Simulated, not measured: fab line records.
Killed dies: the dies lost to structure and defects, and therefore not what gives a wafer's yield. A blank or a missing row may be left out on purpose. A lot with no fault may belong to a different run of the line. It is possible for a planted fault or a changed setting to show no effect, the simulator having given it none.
Which tool was responsible?    flow gf180mcu    7 lots (19 wafers sampled), 1 step of a 602-step route

## WHAT THE GAUGES READ, wafer by wafer
GF_STI_THK_MEAS_30.
lot   measured     on             STI_OXIDATION_02_THK (nm)
L294  day 2 11:55  film metro-02  9.57 9.74 9.63
L299  day 3 14:49  film metro-03  10.01 9.83
L304  day 4 16:10  film metro-03  10.13 10.20
L310  day 5 21:57  film metro-02  10.68 10.48 10.37
L312  day 6 11:01  film metro-01  10.26 10.26 10.24
L314  day 6 20:45  film metro-02  10.35 10.15 10.17
L316  day 7 04:06  film metro-02  10.10 10.03 9.91

## EACH LOT AND THE TOOL THAT RAN IT (in order: tool; ch and the chambers of the sampled wafers; start)
The record holds no process step before these readings.

## THE ANSWER, worked out from the rows above alone
Rule: usual is defined by the lots themselves. The widest of any qualifying gaps counts: lots, ordered by their means at a reading, are off when they make up no more than a third of the lots, leave a main group of 4 or more, and stand apart from it by 3 or more times the standard deviation of that group's means. A main group is skipped when, at the precision printed for the reading in the tables above, its means are all equal. A lot without any number at a reading at which 4 lots or more have one is off too. Any other lot the step has rows for is counted as sound.
Across all readings shown, no lot is off: no conclusion can be drawn from this.

## WHAT WAS PUT IN BY THE SIMULATOR
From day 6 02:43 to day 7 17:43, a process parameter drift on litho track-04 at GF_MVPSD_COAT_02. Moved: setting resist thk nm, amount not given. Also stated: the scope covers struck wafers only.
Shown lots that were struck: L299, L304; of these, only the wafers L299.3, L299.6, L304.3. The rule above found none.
